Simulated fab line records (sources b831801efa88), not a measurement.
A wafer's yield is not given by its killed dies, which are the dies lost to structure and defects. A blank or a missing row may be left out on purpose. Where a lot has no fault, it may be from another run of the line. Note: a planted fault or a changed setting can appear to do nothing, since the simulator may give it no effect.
fab line records	flow gf180mcu	part 2 of 2: steps 28 to 39 of 39
[record] lots = 5	wafers = 15	last_day = 33
route steps=602 shown VT_IMPLANT@105 MVSD@136 NWELL@137 LVPWELL@138 MVPSD@139 DUAL_GATE@141
lots that met no fault: from a run of the same line without faults
start_h: start of the lot's first displayed wafer, in hours after the record's first day	wait_h: time in hours since the lot's previous step	" the same as in the row above	L1.1+2: a single row standing in for several wafers	- no value, or no start was given	* or withheld: withheld	< > ~ a bound
route shown NAME@n: NAME is a module with steps in the file, n the number in the route of the first one	usual: average and standard deviation across the fault-free wafers	same: alike in all rows	chamber/n: place in a boat	sites: per-site readings	_std_site: how widely they spread, as a standard deviation	_edge_site: mean of outer sites minus mean of inner sites	radius_mm: for every site, how far away it sits from the centre of the wafer	mask NAME#n: copy n	behind: the tool/chamber that last shaped the wafer	hold: the reason the lot was held/the length of the hold in hours/how it ended	device: which transistor (n, p or np) failed to switch	end of line: the route-end tests of the same wafers	a step given without rows: its recipe and nothing more	killed: the dies lost at the first sort to structure and to defects; this is not the yield of the wafer	map: a wafer's dies, marking killed ones x, the rest . and places with no die _
set.NAME: the setting the step ran with; set.NAME@STEP: the setting that earlier step ran with	model.NAME: the simulator's own value behind a step, which no gauge read
lots at some steps of the route; a table a step, a row a wafer
services: from which hour (start_h, from the record's first day; less than 0 if before it) a tool's chamber was out of use, for how many hours, and why
[[steps]]
[step GF_VT_IMPLANT_STRIP_42]
[recipe] chemistry = O2/N2	power_w = 1400	pressure_mtorr = 1500	platen_temp_c = 250	o2_flow_sccm = 3000	n2_flow_sccm = 300	overash_fraction = 0.5
[usual] drypump_motor_current_A = 5.9/0.47	heater_power_w = 318/53	oes_product_au = 0.716/0.0047	strip_time_to_endpoint_s = 12.64/0.032
lot.wafer	tool	chamber	start_h	wait_h	drypump_motor_current_A	heater_power_w	oes_product_au	rf_hours_counter_h	strip_time_to_endpoint_s
L074.3	plasma_asher-04	0	155.72	0.1	6.3	299	0.714	-	12.66
L074.4	"	1	"	"	5.3	321	0.709	-	12.61
L074.6	"	1	"	"	5.3	320	0.716	-	12.66
L079.1	plasma_asher-02	0	193.33	0.1	5.4	411	0.712	56	12.61
L079.2	"	1	"	"	5.9	268	0.720	56	12.62
L079.5	"	0	"	"	5.4	412	0.707	-	12.65
L088.1	plasma_asher-04	1	250.92	0.1	5.3	315	0.720	46	12.63
L088.4	"	1	"	"	5.3	322	0.721	-	12.63
L088.6	"	1	"	"	5.3	315	0.719	-	12.63
L089.2	plasma_asher-04	1	259.28	0.1	5.3	312	0.717	47	12.64
L089.3	"	0	"	"	6.3	302	0.718	-	12.67
L089.6	"	1	"	"	5.3	313	0.715	-	12.61
L092.2	plasma_asher-02	0	278.17	0.1	5.4	420	0.720	65	12.64
L092.4	"	1	"	"	5.9	273	0.710	-	12.63
L092.6	"	0	"	"	5.4	420	0.722	-	12.65
[step GF_VT_IMPLANT_TW_MEAS_43]
[usual] VT_IMPLANT_4_TW = 689/7.4
lot.wafer	tool	chamber	start_h	wait_h	VT_IMPLANT_4_TW
L074.3	film_metro-03	-	155.80	0.1	673
L074.4	"	-	"	"	677
L074.6	"	-	"	"	679
L079.1	film_metro-01	-	193.43	0.1	699
L079.2	"	-	"	"	700
L079.5	"	-	"	"	702
L088.1	film_metro-04	-	251.02	0.1	689
L088.4	"	-	"	"	685
L088.6	"	-	"	"	684
L089.2	film_metro-01	-	259.39	0.1	697
L089.3	"	-	"	"	692
L089.6	"	-	"	"	694
L092.2	film_metro-03	-	278.28	0.1	677
L092.4	"	-	"	"	673
L092.6	"	-	"	"	677
[step GF_VT_IMPLANT_CLEAN_44]
[recipe] chemistry = SC1/SC2	mix = 1:4:20	temp_c = 70	time_s = 150	dry = n2_spin
lot.wafer	tool	chamber	start_h	wait_h
L074.3+4+6	wet_bench-04	1	155.84	0.0
L079.1+2+5	wet_bench-03	0	193.49	0.1
L088.1+4+6	wet_bench-03	1	251.08	0.1
L089.2+3+6	wet_bench-04	0	259.44	0.0
L092.2+4+6	wet_bench-02	2	278.33	0.0
[step GF_VT_IMPLANT_RTA_45]
[recipe] temp_c = 1050	time_s = 30	ambient = N2
[usual] lamp_power_pct = 33.8/1.8	wafer_temp_C_max = 1055.4/1.8
lot.wafer	tool	chamber	start_h	wait_h	lamp_power_pct	wafer_temp_C_max
L074.3	rtp_anneal-01	0	155.93	0.0	36.5	1053.3
L074.4	"	0	"	"	36.6	1053.4
L074.6	"	0	"	"	36.6	1053.7
L079.1	rtp_anneal-01	0	193.55	0.0	36.6	1052.1
L079.2	"	0	"	"	36.6	1053.0
L079.5	"	0	"	"	36.5	1052.1
L088.1	rtp_anneal-02	0	251.13	0.0	32.7	1057.3
L088.4	"	0	"	"	32.7	1057.0
L088.6	"	0	"	"	32.8	1055.5
L089.2	rtp_anneal-02	0	259.51	0.0	32.7	1056.0
L089.3	"	0	"	"	32.7	1055.7
L089.6	"	0	"	"	32.7	1055.2
L092.2	rtp_anneal-02	0	278.40	0.0	32.7	1055.7
L092.4	"	0	"	"	32.7	1057.2
L092.6	"	0	"	"	32.7	1054.7
[step GF_VT_IMPLANT_RS_MEAS_46]
[recipe] thk_meas_gauge = four-point-probe
[usual] MVSD_RS = 456.4/1.3
lot.wafer	tool	chamber	start_h	wait_h	MVSD_RS[ohm/sq]
L074.3	film_metro-01	-	156.04	0.1	454.2
L074.4	"	-	"	"	454.5
L074.6	"	-	"	"	453.7
L079.1	film_metro-01	-	193.65	0.1	457.4
L079.2	"	-	"	"	456.3
L079.5	"	-	"	"	454.4
L088.1	film_metro-03	-	251.23	0.1	456.4
L088.4	"	-	"	"	455.5
L088.6	"	-	"	"	456.3
L089.2	film_metro-01	-	259.61	0.1	457.3
L089.3	"	-	"	"	455.3
L089.6	"	-	"	"	455.5
L092.2	film_metro-03	-	278.50	0.1	455.7
L092.4	"	-	"	"	456.5
L092.6	"	-	"	"	457.2
[step GF_VT_IMPLANT_RS_MEAS_47]
[recipe] thk_meas_gauge = four-point-probe
[usual] NWELL_RS = 487.7/1.3
lot.wafer	tool	chamber	start_h	wait_h	NWELL_RS[ohm/sq]
L074.3	film_metro-01	-	156.16	0.1	487.1
L074.4	"	-	"	"	486.8
L074.6	"	-	"	"	487.6
L079.1	film_metro-01	-	193.77	0.1	490.2
L079.2	"	-	"	"	488.6
L079.5	"	-	"	"	487.0
L088.1	film_metro-03	-	251.35	0.1	486.0
L088.4	"	-	"	"	488.5
L088.6	"	-	"	"	485.4
L089.2	film_metro-01	-	259.73	0.1	488.7
L089.3	"	-	"	"	489.0
L089.6	"	-	"	"	488.7
L092.2	film_metro-03	-	278.62	0.1	489.0
L092.4	"	-	"	"	488.6
L092.6	"	-	"	"	488.8
[step GF_VT_IMPLANT_RS_MEAS_48]
[recipe] thk_meas_gauge = four-point-probe
[usual] LVPWELL_RS = 1196/3.1
lot.wafer	tool	chamber	start_h	wait_h	LVPWELL_RS[ohm/sq]
L074.3	film_metro-01	-	156.28	0.1	1197
L074.4	"	-	"	"	1196
L074.6	"	-	"	"	1195
L079.1	film_metro-01	-	193.89	0.1	1193
L079.2	"	-	"	"	1193
L079.5	"	-	"	"	1196
L088.1	film_metro-03	-	251.47	0.1	1196
L088.4	"	-	"	"	1197
L088.6	"	-	"	"	1194
L089.2	film_metro-01	-	259.85	0.1	1198
L089.3	"	-	"	"	1200
L089.6	"	-	"	"	1200
L092.2	film_metro-03	-	278.74	0.1	1196
L092.4	"	-	"	"	1197
L092.6	"	-	"	"	1194
[step GF_VT_IMPLANT_RS_MEAS_49]
[recipe] thk_meas_gauge = four-point-probe
[usual] MVPSD_RS = 1168/3.1
lot.wafer	tool	chamber	start_h	wait_h	MVPSD_RS[ohm/sq]
L074.3	film_metro-01	-	156.40	0.1	1162
L074.4	"	-	"	"	1164
L074.6	"	-	"	"	1167
L079.1	film_metro-01	-	194.01	0.1	1176
L079.2	"	-	"	"	1171
L079.5	"	-	"	"	1174
L088.1	film_metro-03	-	251.59	0.1	1165
L088.4	"	-	"	"	1168
L088.6	"	-	"	"	1166
L089.2	film_metro-01	-	259.97	0.1	1167
L089.3	"	-	"	"	1164
L089.6	"	-	"	"	1165
L092.2	film_metro-03	-	278.86	0.1	1166
L092.4	"	-	"	"	1165
L092.6	"	-	"	"	1166
[step GF_VT_IMPLANT_WET_ETCH_50]
[recipe] chemistry = dHF	target_depth_nm = 20	target = SiO2	temp_c = 25	dilution = 100:1	time_s = 400
lot.wafer	tool	chamber	start_h	wait_h
L074.3+4+6	wet_bench-04	3	156.48	0.1
L079.1+2+5	wet_bench-04	3	194.13	0.1
L088.1+4+6	wet_bench-04	0	251.71	0.1
L089.2+3+6	wet_bench-02	2	260.07	0.1
L092.2+4+6	wet_bench-04	1	278.96	0.1
[step GF_DUAL_GATE_CLEAN_00]
[recipe] chemistry = SC1/SC2	mix = 1:4:20	temp_c = 70	time_s = 150
lot.wafer	tool	chamber	start_h	wait_h
L074.3+4+6	wet_bench-02	2	156.61	0.0
L079.1+2+5	wet_bench-03	0	194.25	0.0
L088.1+4+6	wet_bench-02	2	251.83	0.0
L089.2+3+6	wet_bench-02	2	260.19	0.0
L092.2+4+6	wet_bench-02	2	279.09	0.0
[step GF_DUAL_GATE_CLEAN_01]
[recipe] chemistry = dHF	time_s = 20	dilution = 100:1	dry = ipa_marangoni
lot.wafer	tool	chamber	start_h	wait_h
L074.3+4+6	wet_bench-04	1	156.66	0.0
L079.1+2+5	wet_bench-04	3	194.30	0.0
L088.1+4+6	wet_bench-03	1	251.88	0.0
L089.2+3+6	wet_bench-02	1	260.24	0.0
L092.2+4+6	wet_bench-03	1	279.14	0.0
[step GF_DUAL_GATE_OXIDATION_02]
[recipe] temp_c = 900	ambient = O2	stabilise_s = 600	purge_s = 300	target_thk_a = 108.87	ox_time_s = 1602
[usual] spike_tc_upper_C = 899.4/1.7
lot.wafer	tool	chamber	start_h	wait_h	spike_tc_upper_C
L074.3	furnace-01	0	157.71	1.0	898.3
L074.4	"	0	"	"	898.2
L074.6	"	0	"	"	897.9
L079.1	furnace-01	0	194.31	0.0	898.2
L079.2	"	0	"	"	896.5
L079.5	"	0	"	"	897.8
L088.1	furnace-02	0	251.90	0.0	900.7
L088.4	"	0	"	"	900.2
L088.6	"	0	"	"	901.7
L089.2	furnace-01	0	260.25	0.0	900.4
L089.3	"	0	"	"	897.9
L089.6	"	0	"	"	897.3
L092.2	furnace-01	0	279.16	0.0	899.0
L092.4	"	0	"	"	898.2
L092.6	"	0	"	"	897.9
[[services]]
tool	chamber	start_h	hours	kind
implanter-01	-	98.35	3.4	repair
furnace-01	-	125.92	4.1	pm
furnace-02	-	139.84	2.0	pm
implanter-02	-	139.99	2.9	repair
plasma_asher-02	-	142.36	2.8	pm
plasma_asher-03	-	145.90	2.8	pm
rtp_anneal-02	-	155.14	4.6	pm
implanter-01	-	170.31	10.0	repair
plasma_asher-04	-	200.92	1.8	repair
wet_bench-02	-	205.80	3.1	repair
wet_bench-04	-	223.72	5.3	repair
iline_stepper-01	-	223.91	1.7	pm
furnace-01	-	253.45	3.3	pm
iline_stepper-02	-	257.79	2.1	pm
iline_stepper-02	-	259.87	-	consumable_replace:lamp
iline_stepper-02	-	264.27	1.7	pm
implanter-02	-	272.53	6.6	repair
furnace-02	-	279.07	4.0	pm
